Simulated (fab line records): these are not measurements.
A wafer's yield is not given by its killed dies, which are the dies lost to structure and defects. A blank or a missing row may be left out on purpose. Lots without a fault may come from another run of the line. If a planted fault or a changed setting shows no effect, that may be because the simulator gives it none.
Chamber matching / flow sky130 / SKY_VIA1_ETCH_15 on rieDiel-02 has 4 sister chambers
The step etches SiO2 in C4F8/O2/Ar, stops on TiN, target depth 351 nm, time 54 s. 4 wafers are shown with their chamber, then 7 later ones without.

== WAFERS WITH THEIR CHAMBER ==
wafer=L431.5; chamber=2; oesProductAu (a.u.)=0.989
wafer=L436.5; chamber=1; oesProductAu (a.u.)=0.975
wafer=L439.1; chamber=3; oesProductAu (a.u.)=0.975
wafer=L439.4; chamber=0; oesProductAu (a.u.)=0.968

== WAFERS WHOSE CHAMBER IS MISSING ==
wafer=L439.6; oesProductAu (a.u.)=0.969
wafer=L443.4; oesProductAu (a.u.)=0.979
wafer=L443.5; oesProductAu (a.u.)=0.983
wafer=L443.6; oesProductAu (a.u.)=0.975
wafer=L451.1; oesProductAu (a.u.)=0.973
wafer=L451.2; oesProductAu (a.u.)=0.978
wafer=L451.5; oesProductAu (a.u.)=0.978

== CHAMBER TAKEN BY EACH ==
wafer=L439.6; from the rows above=can't be placed: 0 or 1 or 3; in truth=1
wafer=L443.4; from the rows above=can't be placed: 1 or 3 or 2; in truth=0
wafer=L443.5; from the rows above=can't be placed: 2 or 1 or 3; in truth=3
wafer=L443.6; from the rows above=can't be placed: 1 or 3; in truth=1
wafer=L451.1; from the rows above=can't be placed: 1 or 3 or 0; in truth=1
wafer=L451.2; from the rows above=can't be placed: 1 or 3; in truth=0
wafer=L451.5; from the rows above=can't be placed: 1 or 3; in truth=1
Correctly placed: 0 of 7. From these rows, 7 cannot be placed; in 5 the true chamber is one of the candidates. 0 placed wrongly.
How it was worked out, from the rows above alone: a wafer's distance from a chamber is the root of the sum, over the readings, of the square of ((its reading less the chamber's mean) divided by the reading's scatter). If the next closest chamber is less than 2 further off than the closest, the wafer can't be placed; otherwise it belongs to the closest. The mean given for a chamber averages the wafers shown for that chamber. The scatter: with one shown wafer a chamber, the root of the mean of the squares of how far each hidden wafer lies from its nearest shown one.
